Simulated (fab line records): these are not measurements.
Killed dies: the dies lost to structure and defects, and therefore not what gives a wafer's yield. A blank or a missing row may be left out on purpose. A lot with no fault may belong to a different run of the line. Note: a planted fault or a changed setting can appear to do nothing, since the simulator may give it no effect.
Which tool did it? + flow sky130 + 13 lots with 39 wafers sampled at 3 steps, on a route of 708 steps

## WHAT THE GAUGES SHOWED, per wafer
SKY_NWELL_TW_MEAS_15.
| lot  | measured     | on            | NWELL_TW       |
|------|--------------|---------------|----------------|
| L985 | day 5 04:11  | film-metro-04 | 1842 1848 1839 |
| L987 | day 5 12:37  | film-metro-01 | 1826 1811 1833 |
| L989 | day 5 23:35  | film-metro-03 | 1854 1846 1844 |
| L990 | day 6 08:11  | film-metro-03 | 1829 1827 1830 |
| L991 | day 6 15:11  | film-metro-01 | 1810 1811 1824 |
| L992 | day 6 16:41  | film-metro-01 | 1822 1817 1816 |
| L996 | day 7 17:07  | film-metro-04 | 1839 1846 1837 |
| L997 | day 8 01:13  | film-metro-04 | 1851 1861 1855 |
| L999 | day 8 18:34  | film-metro-03 | 1827 1823 1817 |
| L100 | day 9 00:49  | film-metro-03 | 1823 1827 1825 |
| L102 | day 9 08:07  | film-metro-04 | 1854 1855 1863 |
| L103 | day 9 10:34  | film-metro-04 | 1854 1839 1857 |
| L106 | day 10 09:55 | film-metro-01 | 1824 1824 1832 |

SKY_LOCAL_INTERCONNECT_THK_MEAS_02: measures by xrf.
| lot  | measured     | on            | LOCAL_INTERCONNECT_TIN_THK (nm) |
|------|--------------|---------------|---------------------------------|
| L985 | day 29 20:52 | film-metro-02 | 100.6 99.5 100.4                |
| L987 | day 30 11:59 | film-metro-04 | 101.0 101.1 100.6               |
| L989 | day 31 00:12 | film-metro-02 | 99.5 98.6 99.4                  |
| L990 | day 31 08:24 | film-metro-03 | 98.9 98.7 99.1                  |
| L991 | day 31 19:56 | film-metro-04 | 99.1 97.8 98.7                  |
| L992 | day 31 23:50 | film-metro-02 | 99.5 99.6 99.8                  |
| L996 | day 33 06:39 | film-metro-03 | 98.3 97.6 98.2                  |
| L997 | day 34 01:57 | film-metro-02 | 98.5 99.2 98.8                  |
| L103 | day 35 12:21 | film-metro-04 | 99.1 98.8 99.0                  |
| L106 | day 36 16:47 | film-metro-02 | 98.3 99.1 97.8                  |

## EACH LOT AND THE TOOL THAT RAN IT (in order: tool; ch and the chambers of the sampled wafers; start)
| lot  | SKY_POLY_CUT_ETCH_11               |
|------|------------------------------------|
| L985 | rie-diel-03 ch 2,3, day 25 02:48   |
| L987 | rie-diel-01 ch 0,1,3, day 25 08:06 |
| L989 | rie-diel-03 ch 2,3, day 26 07:00   |
| L990 | rie-diel-03 ch 0,2,3, day 26 15:13 |
| L991 | rie-diel-03 ch 1,2,3, day 27 01:24 |
| L992 | rie-diel-03 ch 0,2, day 27 04:21   |
| L996 | rie-diel-01 ch 0,2,3, day 28 11:50 |
| L997 | rie-diel-04 ch 0,1,2, day 29 10:12 |
| L999 | rie-diel-03 ch 1,2,3, day 30 09:02 |
| L100 | rie-diel-01 ch 0,1,3, day 30 15:00 |
| L102 | rie-diel-04 ch 0,2, day 30 18:23   |
| L103 | rie-diel-01 ch 0,2, day 30 21:18   |
| L106 | rie-diel-04 ch 0,1, day 32 04:25   |
- SKY_POLY_CUT_ETCH_11: etches Si3N4 in CF4/CH2F2/Ar, stops on poly-Si, time 42.5 s, target depth 60 nm.

## AS READ BY THE TOOLS THEMSELVES (means over the sampled wafers that have a number; for cases with no such wafer, the mark the record gives instead)
SKY_POLY_CUT_ETCH_11.
| lot  | tool        | bias-w (W) | cf4-flow-sccm (sccm) | drypump-motor-current-A (A) | oes-product-au (a.u.) | throttle-valve-pct (%) |
|------|-------------|------------|----------------------|-----------------------------|-----------------------|------------------------|
| L985 | rie-diel-03 | 149.7      | 39.98                | 5.3                         | 0.826                 | 14.988                 |
| L987 | rie-diel-01 | 150.1      | 40.00                | 6.2                         | 0.836                 | 14.986                 |
| L989 | rie-diel-03 | 150.0      | 39.93                | 5.3                         | 0.836                 | 14.991                 |
| L990 | rie-diel-03 | 149.8      | 39.97                | 5.5                         | 0.836                 | 15.001                 |
| L991 | rie-diel-03 | 150.5      | 40.00                | 5.4                         | 0.835                 | 14.995                 |
| L992 | rie-diel-03 | 150.2      | 40.09                | 5.5                         | 0.824                 | 14.995                 |
| L996 | rie-diel-01 | 150.3      | 39.97                | 6.3                         | 0.832                 | 15.000                 |
| L997 | rie-diel-04 | 149.8      | 39.99                | 6.1                         | 0.820                 | 15.002                 |
| L999 | rie-diel-03 | -          | -                    | -                           | -                     | -                      |
| L100 | rie-diel-01 | -          | -                    | -                           | -                     | -                      |
| L102 | rie-diel-04 | -          | -                    | -                           | -                     | -                      |
| L103 | rie-diel-01 | 150.0      | 40.21                | 6.1                         | 0.827                 | 14.983                 |
| L106 | rie-diel-04 | 149.8      | 40.03                | 6.2                         | 0.834                 | 14.989                 |

## THE ANSWER, worked out from the rows above alone
Rule: the lots themselves supply what counts as usual. Put in order of their means at a reading, lots are off if they are a third of the lots or fewer, leave a main group of 4 or more, and stand apart from it by a gap of 3 or more times the standard deviation of the main group's means; of several such gaps the widest counts. Not used: any main group whose means are identical at the precision the tables above print for the reading. A lot without any number at a reading at which 4 lots or more have one is off too. Any other lot the step has rows for is counted as sound. First the gauges in route order, then the tools' own readings, where a lot's mean is used as printed above. The first step at which some lot is off is used, and at that step the reading that is off furthest; a lot without a number counts as furthest.
Off at SKY_POLY_CUT_ETCH_11 (bias-w): L999, L100, L102. Without a number there: L999, L100, L102. Mean 150.0 W and standard deviation 0.24 in the main group.
A tool fits if, at that step or a process step before it, it ran every lot that is off, and no sound lot after the first of them. None of those tried fits.

## WHAT THE SIMULATOR PUT IN
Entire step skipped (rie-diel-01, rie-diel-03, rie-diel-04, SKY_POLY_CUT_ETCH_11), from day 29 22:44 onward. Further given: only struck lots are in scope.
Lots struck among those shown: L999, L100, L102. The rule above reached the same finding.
